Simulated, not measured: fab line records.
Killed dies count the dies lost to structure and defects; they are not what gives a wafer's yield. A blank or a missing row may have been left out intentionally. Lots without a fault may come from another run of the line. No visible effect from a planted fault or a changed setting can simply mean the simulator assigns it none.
A struck lot beside a sound one    flow sky130    15 steps out of a route of 708
Sound: wafers L860.1, L860.4, L860.5. Wafers L870.1, L870.2, L870.3 were the ones struck. Last of all comes the cause.
At each step with rows: each side's tool, then ch and its chambers, then its first start. Under that, the readings that differ: sound wafers    struck wafers    difference of the means    sigmas: that difference in standard deviations of wafers without a fault.
alike: readings with means less than 2 such deviations apart, plus words and numbers identical on both sides. not compared: withheld readings, readings lacking a value on some wafer, bounds such as >300 that could conceal the same value, and numbers that have no deviation in the record and whose values overlap.
The two part at a step that has a row with sigmas, a row that says differs or no value, or rows on one side only. Non-overlapping numbers with no deviation appear without sigmas and do not part them. Lack of a reading on every wafer of one side parts them only where that side has two or more wafers.

SKY_VIA1_OVL_MEAS_13:
  struck on overlay-02, day 38 19:38; sound on overlay-01, day 35 19:47
  alike: VIA1_OVL
SKY_VIA1_ETCH_14: etches BARC in N2/H2, stops on SiO2, time 45.9 s, target depth 60 nm.
  sound on rieDiel-04 ch 0,1, day 35 19:50; struck on rieDiel-04 ch 0,1,2, day 38 19:41
  alike: drypumpMotorCurrentA, oesProductAu, throttleValvePct
  not compared: rfHoursCounterH
then, 1 step without rows for these wafers: SKY_VIA1_ETCH_15 (etches SiO2 in C4F8/O2/Ar, stops on TiN, target depth 351 nm, time 54 s).
SKY_VIA1_STRIP_16: strips in O2/N2.
  sound on plasmaAsher-03 ch 1, day 35 19:55; struck on plasmaAsher-03 ch 0,1, day 38 19:46
  alike: drypumpMotorCurrentA, oesProductAu, stripTimeToEndpointS
  not compared: rfHoursCounterH
then, 3 steps without rows for these wafers: SKY_VIA1_STRIP_17 (strips in post etch residue remover, time 1200 s); SKY_VIA1_CLEAN_18 (cleans in IPA, time 180 s); SKY_VIA1_CLEAN_19 (cleans in O3/DIW).
SKY_VIA1_SPUTTER_20: material TiN, target thk 20 nm, time 80 s.
  struck on pvdSputter-02, day 38 20:22; sound on pvdSputter-02, day 35 20:31
  alike: throttleValvePct
then, 1 step without rows for these wafers: SKY_VIA1_CVD_21 (deposits W, target thk 270 nm, time 80.902 s).
SKY_VIA1_RS_MEAS_22: measurement is done with a four-point probe.
  struck on filmMetro-03, day 38 20:31; sound on filmMetro-01, day 35 20:40
  alike: VIA1_W_RS
SKY_VIA1_THK_MEAS_23: measures by xrf.
  struck on filmMetro-03, day 38 20:38; sound on filmMetro-01, day 35 20:47
  alike: VIA1_W_THK
SKY_VIA1_CMP_24: polishes, stops on SiO2, t overpolish 15 s, target thk 0 nm.
  sound on cmp-01 ch 0,2, day 35 20:51; struck on cmp-02 ch 0,2,3, day 38 20:50
  alike: motorCurrentA, overpolishRunS, timeToEndpointS
SKY_METAL2_SPUTTER_00: material Ti, target thk 15 nm, time 10 s.
  struck on pvdSputter-03, day 38 21:08; sound on pvdSputter-03, day 35 21:09
reading                                   sound             struck             difference  sigmas
model.Ti_of_METAL2_SPUTTER_00.thkNm (nm)  14.98 15.2 14.98  11.66 11.63 11.72  -3.38       
  alike: throttleValvePct
SKY_METAL2_SPUTTER_01: material TiN, target thk 20 nm, time 16.7 s.
  struck on pvdSputter-03, day 38 21:10; sound on pvdSputter-03, day 35 21:10
  alike: throttleValvePct
-- the record jumps here: 11 days lie between the struck wafers' starts before and after (it left off in module METAL2 and takes up again in module PAD_OPEN, whose first step shown is number 708 of the route) --
SKY_PAD_OPEN_PROBE_99:
  struck on prober-01, day 49 17:17; sound on prober-01, day 47 06:50
reading             sound     struck    difference  sigmas
killed_at_M0_to_M3  52 55 58  55 36 31  -14         -2
  alike: defectLimitedYield, killed_at_M4_up, killedAtContacts, killedAtFrontEnd, killedAtOther, killedDies, killedOpen, killedShort, sort_bin_3_pad_short, sort_bin_5_function, sort_bin_6_memory, sortNPass, sortYieldPct

== WHERE THEY PART ==
Within this record, at SKY_PAD_OPEN_PROBE_99 only.

WHY: what had been put in by the simulator
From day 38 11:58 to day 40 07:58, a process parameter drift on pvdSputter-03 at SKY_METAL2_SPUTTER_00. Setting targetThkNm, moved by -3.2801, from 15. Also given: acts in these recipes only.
